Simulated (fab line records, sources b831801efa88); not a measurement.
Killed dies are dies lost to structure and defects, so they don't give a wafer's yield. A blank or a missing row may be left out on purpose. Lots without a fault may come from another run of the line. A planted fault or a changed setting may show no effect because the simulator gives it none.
fab line records | flow sky130 | part 2 of 2: steps 27 to 35 of 35
record lots=5 wafers=15 last_day=51
route steps=708 shown METAL4@627 VIA4@639 METAL5@661
lots that met no fault: from a run of the same line without faults
start_h: hours from the record's first day to the start of the lot's first wafer shown | wait_h: hours since the lot's step before | " the same as in the row above | L1.1+2: a row that stands for several wafers | - no value, or no start given | * or withheld: withheld | < > ~ a bound
route shown NAME@n: a module of which the file shows steps, and the number in the route of the first | usual: mean/standard deviation of fault-free wafers | same: alike in all rows | chamber/n: place in a boat | sites: the reading at each site | _std_site: their standard deviation | _edge_site: outer sites' mean less inner sites' | radius_mm: how far each site lies from the wafer's centre | mask NAME#n: copy n | behind: the tool/chamber that last shaped the wafer | hold: why the lot was held/for how many hours/how that ended | device: the transistor (n, p or np) that didn't switch | end of line: the same wafers' tests at the end of the route | a step without rows: its recipe alone | killed: dies lost to structure and defects at the first sort, not the wafer's yield | map: a wafer's dies, x killed, . not, _ none there
set.NAME: the setting as run; set.NAME@STEP: as run at that earlier step | model.NAME: the simulator's own value behind a step, which no gauge read
lots at some steps of the route; a table a step, a row a wafer
services: from which hour (start_h, from the record's first day; less than 0 if before it) a tool's chamber was out of use, for how many hours, and why
## steps
# step SKY_VIA4_STRIP_14
# recipe chemistry=post_etch_residue_remover time_s=1200 temp_c=72.5
# usual bath_heat_duty_pct=14.1/1.7 temp_c=72.50/0.11
# columns lot.wafer tool chamber start_h wait_h bath_heat_duty_pct temp_c
L074.1 wet_bench-03 2 1004.84 0.1 15.7 72.51
L074.2 " 2 " " 16.6 72.66
L074.6 " 2 " " 18.1 72.50
L076.1 wet_bench-04 0 1028.90 0.1 13.6 72.50
L076.4 " 0 " " 13.2 72.37
L076.6 " 0 " " 12.2 72.44
L078.1 wet_bench-02 3 1035.80 0.1 14.3 72.52
L078.5 " 3 " " 14.5 72.54
L078.6 " 3 " " 14.7 72.78
L079.3 wet_bench-04 2 1042.10 0.0 14.0 72.41
L079.5 " 2 " " 12.6 72.57
L079.6 " 2 " " 12.2 72.55
L096.2 wet_bench-02 0 1161.20 0.1 15.7 72.44
L096.4 " 0 " " 17.8 72.55
L096.5 " 0 " " 16.8 72.50
# step SKY_VIA4_CLEAN_15
# recipe chemistry=IPA time_s=180 temp_c=25
# usual bath_heat_duty_pct=6.2/0.76 temp_c=24.98/0.1
# columns lot.wafer tool chamber start_h wait_h bath_heat_duty_pct temp_c
L074.1 wet_bench-02 2 1005.22 0.0 6.4 24.87
L074.2 " 2 " " 5.4 25.06
L074.6 " 2 " " 6.1 24.93
L076.1 wet_bench-02 1 1029.27 0.0 6.0 24.76
L076.4 " 1 " " 6.0 24.97
L076.6 " 1 " " 5.4 24.92
L078.1 wet_bench-04 3 1036.14 0.0 6.5 24.99
L078.5 " 3 " " 6.0 25.29
L078.6 " 3 " " 5.7 24.86
L079.3 wet_bench-02 3 1042.44 0.0 6.7 25.01
L079.5 " 3 " " 5.4 24.91
L079.6 " 3 " " 6.1 24.99
L096.2 wet_bench-04 3 1161.54 0.0 4.7 24.88
L096.4 " 3 " " 6.5 25.01
L096.5 " 3 " " 5.6 24.89
# step SKY_VIA4_CLEAN_16
# recipe chemistry=O3/DIW dry=n2_spin
# columns lot.wafer tool chamber start_h wait_h
L074.1+2+6 wet_bench-04 3 1005.28 0.0
L076.1+4+6 wet_bench-03 1 1029.33 0.0
L078.1+5+6 wet_bench-03 0 1036.20 0.0
L079.3+5+6 wet_bench-04 1 1042.50 0.0
L096.2+4+5 wet_bench-02 0 1161.61 0.0
# step SKY_VIA4_SPUTTER_17
# recipe material=TiN target_thk_nm=20 chamber_pressure_pa=5 power_w=4000 time_s=80
# usual throttle_valve_pct=30.0/0.76
# columns lot.wafer tool chamber start_h wait_h throttle_valve_pct
L074.1 pvd_sputter-01 - 1005.38 0.0 29.9
L074.2 " - " " 31.8
L074.6 " - " " 30.1
L076.1 pvd_sputter-01 - 1029.43 0.0 29.8
L076.4 " - " " 29.9
L076.6 " - " " 30.0
L078.1 pvd_sputter-01 - 1036.29 0.0 29.9
L078.5 " - " " 32.0
L078.6 " - " " 29.7
L079.3 pvd_sputter-01 - 1042.59 0.0 31.9
L079.5 " - " " 32.0
L079.6 " - " " 30.2
L096.2 pvd_sputter-03 - 1161.70 0.0 29.3
L096.4 " - " " 29.2
L096.5 " - " " 29.3
# step SKY_VIA4_CVD_18
# recipe material=W target_thk_nm=505 time_s=152.14 temp_c=397.2 pressure_torr=40
# usual heater_power_outer_w=571/60 heater_power_w=905/100
# columns lot.wafer tool chamber start_h wait_h heater_power_outer_w heater_power_w
L074.1 cvd_w-01 0 1005.44 0.0 570 906
L074.2 " 1 " " 510 770
L074.6 " 0 " " 557 924
L076.1 cvd_w-02 0 1029.49 0.0 552 880
L076.4 " 0 " " 550 895
L076.6 " 1 " " 688 1035
L078.1 cvd_w-02 1 1036.35 0.0 664 1023
L078.5 " 0 " " 559 862
L078.6 " 1 " " 667 1090
L079.3 cvd_w-02 0 1042.70 0.1 552 872
L079.5 " 0 " " 531 877
L079.6 " 1 " " 665 1086
L096.2 cvd_w-02 0 1161.76 0.0 560 891
L096.4 " 0 " " 559 914
L096.5 " 0 " " 562 869
# step SKY_VIA4_RS_MEAS_19
# recipe thk_meas_gauge=four-point-probe reads=W_of_VIA4_CVD_18+TiN_of_VIA4_SPUTTER_17
# usual VIA4_W_RS=0.2379/0.0026
# columns lot.wafer tool chamber start_h wait_h VIA4_W_RS[ohm/sq]
L074.1 film_metro-03 - 1005.59 0.1 0.2406
L074.2 " - " " 0.2400
L074.6 " - " " 0.2420
L076.1 film_metro-01 - 1029.64 0.1 0.2350
L076.4 " - " " 0.2370
L076.6 " - " " 0.2382
L078.1 film_metro-03 - 1036.50 0.1 0.2395
L078.5 " - " " 0.2379
L078.6 " - " " 0.2398
L079.3 film_metro-04 - 1042.84 0.1 0.2357
L079.5 " - " " 0.2355
L079.6 " - " " 0.2396
L096.2 film_metro-01 - 1161.93 0.1 0.2324
L096.4 " - " " 0.2335
L096.5 " - " " 0.2370
# step SKY_VIA4_THK_MEAS_20
# recipe thk_meas_gauge=xrf reads=W_of_VIA4_CVD_18
# usual VIA4_W_THK=472/5.4
# columns lot.wafer tool chamber start_h wait_h VIA4_W_THK[nm]
L074.1 film_metro-03 - 1005.71 0.1 467
L074.2 " - " " 466
L074.6 " - " " 466
L076.1 film_metro-01 - 1029.76 0.1 478
L076.4 " - " " 474
L076.6 " - " " 475
L078.1 film_metro-03 - 1036.62 0.1 473
L078.5 " - " " 474
L078.6 " - " " 470
L079.3 film_metro-04 - 1042.94 0.1 475
L079.5 " - " " 475
L079.6 " - " " 468
L096.2 film_metro-01 - 1162.04 0.1 481
L096.4 " - " " 478
L096.5 " - " " 471
# step SKY_VIA4_CMP_21
# recipe stop_on=SiO2 t_overpolish_s=25 down_force_psi=3.5 platen_rpm=60 target_thk_nm=0 pad_velocity_m_s=0.94248
# usual motor_current_A=11.4/1.2 overpolish_run_s=25.001/0.0096 retaining_ring_pressure_frac=1.000/0.0044 slurry_flow_ml_min=150.0/0.47 time_to_endpoint_s=117/3.8
# columns lot.wafer tool chamber start_h wait_h motor_current_A overpolish_run_s retaining_ring_pressure_frac slurry_flow_ml_min time_to_endpoint_s
L074.2 cmp-01 3 1005.87 0.1 9.7 24.980 0.997 149.8 116
L074.1 " 0 " " 12.2 24.996 0.993 149.9 113
L074.6 " 1 " " 12.6 24.988 0.996 149.7 115
L076.1 cmp-01 2 1029.92 0.1 11.4 24.978 0.993 149.8 119
L076.4 " 3 " " 9.9 25.010 0.999 149.7 121
L076.6 " 1 " " 13.7 25.000 0.997 149.2 118
L078.1 cmp-01 1 1036.81 0.2 13.0 24.995 0.991 150.3 118
L078.5 " 3 " " 9.9 25.008 0.998 149.7 126
L078.6 " 0 " " 12.2 25.007 0.999 149.4 119
L079.3 cmp-01 0 1043.03 0.1 12.1 25.007 1.009 150.1 116
L079.5 " 3 " " 9.9 25.006 0.999 150.2 121
L079.6 " 0 " " 11.8 24.987 1.002 150.9 119
L096.2 cmp-01 1 1162.09 0.0 13.1 24.988 1.000 150.3 115
L096.4 " 0 " " 12.2 25.001 1.001 149.6 112
L096.5 " 1 " " 13.0 24.988 1.000 150.1 115
# step SKY_METAL5_SPUTTER_00
# recipe material=Ti target_thk_nm=15 power_w=3000 time_s=10 chamber_pressure_pa=0.4
# usual throttle_valve_pct=29.3/0.94
# columns lot.wafer tool chamber start_h wait_h throttle_valve_pct
L074.1 pvd_sputter-02 - 1006.07 0.1 29.2
L074.2 " - " " 27.3
L074.6 " - " " 27.0
L076.1 pvd_sputter-02 - 1030.12 0.1 29.3
L076.4 " - " " 30.2
L076.6 " - " " 30.1
L078.1 pvd_sputter-02 - 1037.01 0.1 29.9
L078.5 " - " " 27.1
L078.6 " - " " 29.6
L079.3 pvd_sputter-04 - 1043.28 0.2 28.7
L079.5 " - " " 30.4
L079.6 " - " " 29.8
L096.2 pvd_sputter-02 - 1162.39 0.2 29.1
L096.4 " - " " 27.0
L096.5 " - " " 28.9
## services
# columns tool chamber start_h hours kind
hdpcvd-02 - 965.30 2.8 pm
rie_metal-04 - 984.47 2.8 pm
rie_metal-03 - 1018.67 8.5 repair
wet_bench-02 - 1022.64 1.8 repair
cmp-01 - 1027.29 1.1 repair
rie_diel-01 - 1038.13 4.0 repair
plasma_asher-01 - 1041.49 2.1 repair
rie_metal-03 1 1054.32 15.0 repair
plasma_asher-04 - 1055.25 9.0 pm
pvd_sputter-01 - 1059.79 2.6 repair
rie_diel-01 - 1071.94 2.4 repair
plasma_asher-01 - 1074.75 2.6 repair
rie_metal-03 - 1077.97 2.8 pm
rie_metal-03 1 1082.58 10.0 repair
wet_bench-02 - 1094.95 1.9 pm
rie_metal-03 0 1107.94 5.5 repair
rie_diel-01 3 1115.27 3.4 repair
cmp-01 - 1116.32 0.7 repair
rie_diel-01 - 1122.86 0.6 repair
cmp-01 - 1125.40 2.9 repair
rie_metal-04 0 1128.54 18.1 repair
rie_diel-01 2 1134.93 6.7 repair
plasma_asher-01 - 1146.59 4.3 pm
rie_diel-01 0 1149.62 4.6 repair
